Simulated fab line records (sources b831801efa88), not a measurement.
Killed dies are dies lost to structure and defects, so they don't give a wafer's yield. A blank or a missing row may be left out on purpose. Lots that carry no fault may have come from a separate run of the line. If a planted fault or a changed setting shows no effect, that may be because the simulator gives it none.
fab line records	flow sky130
record: lots: 14	wafers: 42	lastDay: 50
route steps=708 shown VIA2@519 METAL3@535
lots that met no fault: taken from a fault-free run of the same line
startH: hours from the record's opening day to when the first of the lot's shown wafers began	waitH: hours from the lot's prior step to this one	" identical to the entry in the row above	L1.1+2: several wafers, shown together as one row	- no value present, or no start provided	* or withheld: withheld	< > ~ a bound
route shown NAME@n: a module of which the file shows steps, and the number in the route of the first	usual: mean/standard deviation of fault-free wafers	same: alike in all rows	chamber/n: place in a boat	sites: each site's reading	_std_site: their standard deviation	_edge_site: inner sites' mean taken away from outer sites' mean	radiusMm: for every site, how far away it sits from the centre of the wafer	mask NAME#n: copy n	behind: the tool/chamber that last shaped the wafer	hold: the reason the lot was held/the length of the hold in hours/how it ended	device: the n, p or np transistor that did not switch	end of line: the same wafers' tests at the end of the route	where a step has no rows: the recipe by itself	killed: not the wafer's yield, but the dies lost to structure and defects at the first sort	map: a wafer's dies, marking killed ones x, the rest . and places with no die _
set.NAME: the setting that was run; set.NAME@STEP: the one run at that earlier step	model.NAME: the simulator's own value behind a step, which no gauge read
the route's steps for a sample of lots (tables are steps, rows are wafers)
services: the hour from which a tool's chamber was out of use, counted from the record's first day as startH (under 0 if before that day), plus the number of hours and why
== steps ==
step: SKY_VIA2_CD_MEAS_12
recipe: targetCdNm: 200
usual: cdNm: 199.7/1.7
lot.wafer	tool	chamber	startH	waitH	cdNm
L174.2	cdSem-01	-	840.25	-	199.2
L174.3	"	-	"	"	198.4
L174.5	"	-	"	"	201.0
L175.2	cdSem-02	-	871.90	-	199.6
L175.3	"	-	"	"	199.9
L175.4	"	-	"	"	199.7
L180.2	cdSem-02	-	892.62	-	197.2
L180.4	"	-	"	"	196.4
L180.6	"	-	"	"	196.4
L181.2	cdSem-01	-	894.95	-	198.4
L181.3	"	-	"	"	200.2
L181.4	"	-	"	"	199.2
L182.3	cdSem-01	-	908.12	-	200.1
L182.4	"	-	"	"	201.5
L182.5	"	-	"	"	202.2
L183.3	cdSem-01	-	911.92	-	198.1
L183.4	"	-	"	"	199.8
L183.6	"	-	"	"	199.1
L188.1	cdSem-01	-	978.33	-	200.6
L188.5	"	-	"	"	200.9
L188.6	"	-	"	"	200.7
L190.4	cdSem-01	-	980.94	-	197.0
L190.5	"	-	"	"	196.2
L190.6	"	-	"	"	198.9
L192.4	cdSem-01	-	982.09	-	201.7
L192.5	"	-	"	"	201.7
L192.6	"	-	"	"	201.1
L189.2	cdSem-01	-	982.68	-	203.1
L189.4	"	-	"	"	203.3
L189.5	"	-	"	"	204.5
L194.1	cdSem-02	-	993.75	-	198.8
L194.3	"	-	"	"	198.9
L194.6	"	-	"	"	196.3
L196.1	cdSem-02	-	1020.43	-	198.6
L196.4	"	-	"	"	199.9
L196.5	"	-	"	"	200.0
L195.1	cdSem-02	-	1021.43	-	200.2
L195.5	"	-	"	"	198.7
L195.6	"	-	"	"	201.2
L197.1	cdSem-02	-	1023.68	-	199.0
L197.2	"	-	"	"	199.4
L197.5	"	-	"	"	200.4
step: SKY_VIA2_ETCH_14
recipe: chemistry: N2/H2	target: BARC	ionEnergyEv: 200	sourceW: 500	biasW: 100	pressureMtorr: 30	n2FlowSccm: 100	h2FlowSccm: 200	stopOn: SiO2	timeS: 45.9	targetDepthA: 600
usual: drypumpMotorCurrentA: 5.7/0.49	oesProductAu: 0.855/0.005	rfFwdPowerW: 494.8/2	runLengthS: 74.1/0.53	throttleValvePct: 13.224/0.0085
lot.wafer	tool	chamber	startH	waitH	drypumpMotorCurrentA	oesProductAu	rfFwdPowerW	rfHoursCounterH	runLengthS	throttleValvePct
L174.2	rieDiel-01	1	840.38	0.0	6.3	0.852	492.5	15	74.4	13.217
L174.3	"	3	"	"	6.1	0.840	491.4	12	73.7	13.210
L174.5	"	3	"	"	6.1	0.845	491.7	-	74.1	13.226
L175.2	rieDiel-02	2	872.04	0.0	5.3	0.864	498.9	9	73.9	13.215
L175.3	"	0	"	"	5.6	0.854	493.6	20	75.1	13.224
L175.4	"	3	"	"	5.3	0.856	497.4	8	74.9	13.221
L180.2	rieDiel-02	2	892.76	0.0	5.2	0.852	496.3	9	74.1	13.214
L180.4	"	3	"	"	5.3	0.846	494.4	9	74.3	13.239
L180.6	"	1	"	"	4.9	0.855	493.8	-	73.8	13.213
L181.2	rieDiel-02	0	895.09	0.0	5.6	0.854	492.6	21	74.9	13.227
L181.3	"	3	"	"	5.3	0.859	497.2	9	74.7	13.240
L181.4	"	1	"	"	4.9	0.846	493.1	1	73.7	13.222
L182.3	rieDiel-02	1	908.24	0.0	5.0	0.856	495.2	2	74.1	13.218
L182.4	"	3	"	"	5.3	0.848	496.1	9	74.3	13.212
L182.5	"	1	"	"	5.0	0.848	493.3	-	73.8	13.219
L183.3	rieDiel-02	0	912.04	0.0	5.6	0.857	496.9	21	74.7	13.229
L183.4	"	1	"	"	5.0	0.855	497.0	2	73.7	13.231
L183.6	"	2	"	"	5.2	0.863	497.7	-	73.8	13.224
L188.1	rieDiel-02	0	978.48	0.0	5.6	1.005	-	1	52.4	13.244
L188.5	"	3	"	"	5.3	0.996	-	-	52.3	13.265
L188.6	"	2	"	"	5.3	1.006	-	-	51.1	13.253
L190.4	rieDiel-01	1	981.03	0.0	6.3	0.857	493.8	19	74.9	13.216
L190.5	"	2	"	"	6.2	0.850	493.1	-	73.3	13.220
L190.6	"	3	"	"	6.1	0.858	490.4	-	74.4	13.214
L192.4	rieDiel-04	3	982.21	0.0	6.0	0.851	495.3	-	74.4	13.215
L192.5	"	1	"	"	5.5	0.856	495.0	-	73.4	13.223
L192.6	"	0	"	"	5.9	0.856	494.5	-	74.4	13.245
L189.2	rieDiel-02	3	982.82	0.0	5.3	1.006	-	12	51.8	13.231
L189.4	"	2	"	"	5.3	1.001	-	12	51.1	13.218
L189.5	"	2	"	"	5.3	1.013	-	-	51.1	13.247
L194.1	rieDiel-04	0	993.91	0.0	5.9	0.855	495.4	8	74.4	13.223
L194.3	"	3	"	"	5.9	0.860	498.4	14	74.0	13.205
L194.6	"	2	"	"	6.9	0.853	496.2	-	73.5	13.216
L196.1	rieDiel-01	1	1020.58	0.0	6.3	0.858	492.2	20	75.1	13.219
L196.4	"	0	"	"	5.7	0.864	493.8	25	74.2	13.222
L196.5	"	0	"	"	5.7	0.862	493.9	-	74.5	13.218
L195.1	rieDiel-04	1	1021.58	0.0	5.5	0.855	498.3	5	73.7	13.227
L195.5	"	1	"	"	5.5	0.852	498.7	-	73.0	13.224
L195.6	"	0	"	"	5.9	0.854	492.9	-	74.1	13.222
L197.1	rieDiel-01	2	1023.84	0.0	6.2	0.859	494.4	15	73.5	13.213
L197.2	"	3	"	"	6.1	0.857	492.9	18	73.7	13.223
L197.5	"	1	"	"	6.3	0.853	494.9	-	75.0	13.221
step: SKY_VIA2_ETCH_15
recipe: target: SiO2	chemistry: C4F8/O2/Ar	targetDepthNm: 546	stopOn: TiN	maskMaterial: KrF-thick	sourceW: 1500	biasW: 1200	pressureMtorr: 40	c4f8FlowSccm: withheld	O2_flow_sccm: 6	Ar_flow_sccm: 300	timeS: 84
usual: oesProductAu: 0.939/0.0046	rfFwdPowerW: 1489/4.7	runLengthS: 112.3/0.52
lot.wafer	tool	chamber	startH	waitH	oesProductAu	rfFwdPowerW	rfHoursCounterH	runLengthS
L174.2	rieDiel-01	1	840.42	0.0	0.940	1495	15	112.8
L174.3	"	3	"	"	0.934	1481	12	112.0
L174.5	"	3	"	"	0.932	1483	-	112.3
L175.2	rieDiel-02	2	872.08	0.0	0.944	1497	9	112.3
L175.3	"	0	"	"	0.942	1485	20	112.9
L175.4	"	3	"	"	0.942	1486	8	112.5
L180.2	rieDiel-02	2	892.80	0.0	0.948	1490	9	112.2
L180.4	"	3	"	"	0.942	1494	9	112.4
L180.6	"	1	"	"	0.931	1491	-	112.0
L181.2	rieDiel-02	0	895.13	0.0	0.941	1482	21	113.0
L181.3	"	3	"	"	0.939	1493	9	112.8
L181.4	"	1	"	"	0.949	1490	1	111.8
L182.3	rieDiel-02	1	908.28	0.0	0.942	1481	2	112.4
L182.4	"	3	"	"	0.945	1496	9	112.6
L182.5	"	1	"	"	0.940	1486	-	112.2
L183.3	rieDiel-02	0	912.08	0.0	0.937	1481	21	112.9
L183.4	"	1	"	"	0.933	1489	2	112.1
L183.6	"	2	"	"	0.937	1491	-	112.7
L188.1	rieDiel-02	0	978.52	0.0	0.380	1491	1	112.9
L188.5	"	3	"	"	0.370	1494	-	112.4
L188.6	"	2	"	"	0.377	1489	-	112.2
L190.4	rieDiel-01	1	981.07	0.0	0.941	1493	19	112.8
L190.5	"	2	"	"	0.939	1497	-	111.6
L190.6	"	3	"	"	0.932	1483	-	111.7
L192.4	rieDiel-04	3	982.26	0.0	0.940	1490	-	112.2
L192.5	"	1	"	"	0.935	1495	-	111.2
L192.6	"	0	"	"	0.935	1489	-	112.3
L189.2	rieDiel-02	3	982.86	0.0	0.371	1493	12	112.4
L189.4	"	2	"	"	0.369	1489	12	112.2
L189.5	"	2	"	"	0.378	1488	-	112.3
L194.1	rieDiel-04	0	993.95	0.0	0.940	1496	8	112.4
L194.3	"	3	"	"	0.946	1488	14	112.0
L194.6	"	2	"	"	0.945	1490	-	111.9
L196.1	rieDiel-01	1	1020.63	0.0	0.940	1490	21	112.9
L196.4	"	0	"	"	0.940	1486	25	112.3
L196.5	"	0	"	"	0.937	1489	-	112.7
L195.1	rieDiel-04	1	1021.63	0.0	0.947	1484	5	111.3
L195.5	"	1	"	"	0.940	1485	-	111.3
L195.6	"	0	"	"	0.936	1484	-	112.4
L197.1	rieDiel-01	2	1023.88	0.0	0.941	1495	15	111.6
L197.2	"	3	"	"	0.945	1486	18	111.8
L197.5	"	1	"	"	0.933	1491	-	112.9
step: SKY_VIA2_STRIP_16
recipe: chemistry: O2/N2	powerW: 1400	pressureMtorr: 1500	platenTempC: withheld	o2FlowSccm: 3000	n2FlowSccm: 300	overashFraction: 0.5
usual: drypumpMotorCurrentA: 5.8/0.53	oesProductAu: 0.399/0.0041	stripTimeToEndpointS: 4.055/0.022
lot.wafer	tool	chamber	startH	waitH	drypumpMotorCurrentA	oesProductAu	rfHoursCounterH	stripTimeToEndpointS
L174.2	plasmaAsher-01	1	840.49	0.0	5.9	0.395	8	4.037
L174.3	"	1	"	"	5.9	0.400	-	4.017
L174.5	"	1	"	"	5.9	0.394	-	4.020
L175.2	plasmaAsher-01	1	872.14	0.0	5.9	0.410	11	4.046
L175.3	"	1	"	"	5.9	0.398	-	4.077
L175.4	"	0	"	"	5.4	0.389	-	4.087
L180.2	plasmaAsher-02	1	892.86	0.0	6.2	0.403	73	4.067
L180.4	"	1	"	"	6.2	0.398	-	4.091
L180.6	"	0	"	"	5.0	0.393	-	4.081
L181.2	plasmaAsher-02	0	895.19	0.0	5.0	0.398	73	4.046
L181.3	"	1	"	"	6.2	0.400	-	4.077
L181.4	"	0	"	"	4.9	0.398	-	4.051
L182.3	plasmaAsher-02	0	908.37	0.1	5.0	0.390	-	4.040
L182.4	"	1	"	"	6.2	0.401	-	4.061
L182.5	"	0	"	"	5.0	0.395	-	4.044
L183.3	plasmaAsher-03	0	912.17	0.1	6.5	0.400	-	4.070
L183.4	"	1	"	"	5.9	0.407	-	4.059
L183.6	"	0	"	"	6.5	0.401	-	4.080
L188.1	plasmaAsher-01	0	978.59	0.0	5.4	0.404	22	4.256
L188.5	"	0	"	"	5.4	0.407	-	4.298
L188.6	"	1	"	"	5.9	0.403	-	4.279
L190.4	plasmaAsher-02	0	981.17	0.1	5.0	0.405	-	4.072
L190.5	"	0	"	"	5.0	0.395	-	4.050
L190.6	"	1	"	"	6.2	0.398	-	4.064
L192.4	plasmaAsher-02	1	982.33	0.0	6.2	0.407	-	4.034
L192.5	"	1	"	"	6.2	0.398	-	4.026
L192.6	"	0	"	"	5.0	0.398	-	4.054
L189.2	plasmaAsher-02	0	982.92	0.0	5.0	0.408	82	4.267
L189.4	"	1	"	"	6.2	0.404	-	4.288
L189.5	"	0	"	"	5.0	0.409	-	4.264
L194.1	plasmaAsher-02	0	994.02	0.0	5.0	0.397	83	4.058
L194.3	"	0	"	"	5.0	0.396	-	4.080
L194.6	"	1	"	"	6.2	0.402	-	4.050
L196.1	plasmaAsher-02	0	1020.69	0.0	5.0	0.401	86	4.060
L196.4	"	1	"	"	6.2	0.396	-	4.041
L196.5	"	1	"	"	6.2	0.402	-	4.075
L195.1	plasmaAsher-03	0	1021.69	0.0	6.5	0.400	122	4.029
L195.5	"	1	"	"	6.0	0.401	-	4.038
L195.6	"	0	"	"	6.5	0.400	-	4.057
L197.1	plasmaAsher-01	0	1023.94	0.0	5.4	0.393	26	4.042
L197.2	"	1	"	"	5.9	0.402	26	4.013
L197.5	"	1	"	"	5.9	0.398	-	4.003
step: SKY_METAL3_SPUTTER_03
recipe: material: Ti	targetThkNm: 5	powerW: 3000	timeS: 3.3	chamberPressurePa: 0.4
usual: throttleValvePct: 30.3/0.96
lot.wafer	tool	chamber	startH	waitH	throttleValvePct
L174.2	pvdSputter-03	-	841.88	0.0	29.6
L174.3	"	-	"	"	31.1
L174.5	"	-	"	"	31.1
L175.2	pvdSputter-04	-	873.53	0.0	30.9
L175.3	"	-	"	"	28.7
L175.4	"	-	"	"	30.4
L180.2	pvdSputter-04	-	894.22	0.0	30.8
L180.4	"	-	"	"	29.0
L180.6	"	-	"	"	30.6
L181.2	pvdSputter-04	-	896.54	0.0	29.1
L181.3	"	-	"	"	30.2
L181.4	"	-	"	"	30.6
L182.3	pvdSputter-02	-	909.84	0.0	32.1
L182.4	"	-	"	"	29.5
L182.5	"	-	"	"	31.7
L183.3	pvdSputter-03	-	913.50	0.0	29.5
L183.4	"	-	"	"	30.9
L183.6	"	-	"	"	29.9
L190.4	pvdSputter-02	-	982.61	0.0	30.1
L190.5	"	-	"	"	31.9
L190.6	"	-	"	"	29.3
L192.4	pvdSputter-03	-	983.68	0.0	30.8
L192.5	"	-	"	"	29.8
L192.6	"	-	"	"	29.2
L189.2	pvdSputter-04	-	984.28	0.0	29.0
L189.4	"	-	"	"	30.6
L194.1	pvdSputter-04	-	995.40	0.0	30.7
L194.3	"	-	"	"	29.1
L194.6	"	-	"	"	29.9
L196.1	pvdSputter-02	-	1022.04	0.0	29.6
L196.4	"	-	"	"	31.3
L196.5	"	-	"	"	30.3
L195.1	pvdSputter-03	-	1023.04	0.0	29.7
L195.5	"	-	"	"	31.0
L195.6	"	-	"	"	29.0
L197.1	pvdSputter-03	-	1025.29	0.0	31.0
L197.2	"	-	"	"	29.3
L197.5	"	-	"	"	31.0
== services ==
tool	chamber	startH	hours	kind
rieDiel-02	1	825.34	-	clean
rieDiel-02	1	825.34	18.0	scheduledDown
rieDiel-02	1	825.34	18.0	ventCycle
rieDiel-04	0	840.28	5.1	repair
rieDiel-04	1	856.06	-	clean
rieDiel-04	1	856.06	18.4	scheduledDown
plasmaAsher-03	-	868.46	1.5	repair
rieDiel-02	3	878.38	3.5	repair
rieDiel-01	3	881.20	2.9	repair
plasmaAsher-01	-	887.01	5.1	repair
rieDiel-04	0	906.36	2.4	repair
rieDiel-02	0	923.89	-	clean
rieDiel-02	0	923.89	19.5	scheduledDown
rieDiel-02	0	923.89	19.5	ventCycle
rieDiel-02	1	927.62	3.8	repair
plasmaAsher-01	-	938.58	1.5	repair
rieDiel-01	0	953.63	3.6	repair
pvdSputter-02	-	961.41	1.0	repair
plasmaAsher-03	-	962.74	0.6	repair
rieDiel-04	3	966.61	9.7	repair
rieDiel-04	2	979.52	9.5	repair
plasmaAsher-01	-	981.27	4.0	pm
plasmaAsher-03	-	986.19	2.8	pm
pvdSputter-04	-	1003.23	9.5	repair
== key ==
firstSign: step: SKY_VIA2_ETCH_14	reading: runLengthS	direction: down	sigmas: 42	usual: *	struck: *
effect: step: SKY_VIA2_ETCH_14	reading: oesProductAu	direction: up	sigmas: 30	usual: 0.855	struck: 1.004
effect: step: SKY_VIA2_ETCH_15	reading: oesProductAu	direction: down	sigmas: 99+	usual: 0.939	struck: 0.374
effect: step: SKY_VIA2_STRIP_16	reading: stripTimeToEndpointS	direction: up	sigmas: 10	usual: *	struck: *
metAt SKY_VIA2_ETCH_14
struckLots L188,L189
laterRowsLeftOut L188.1,L188.5,L188.6,L189.2,L189.4,L189.5
sortLeftOut L188.1,L188.5,L188.6,L189.2,L189.4,L189.5
notActingAt SKY_VIA2_CD_MEAS_12,SKY_METAL3_SPUTTER_03
onsetBetween 912.04 978.48
fault: kind: processParameterDrift	tool: rieDiel-02	chamber: -	onsetH: 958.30	steps: SKY_VIA2_ETCH_14	channel: timeS	offset: *	shape: step	endH: 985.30	actsIn: *	stated: *
sortLeftOut: the simulated sort isn't trusted on such a fault, so these wafers' sort isn't shown, and their yield isn't known
laterRowsLeftOut: the simulator's readings of these wafers behind a module that went badly wrong aren't trusted and aren't shown, but for the sort
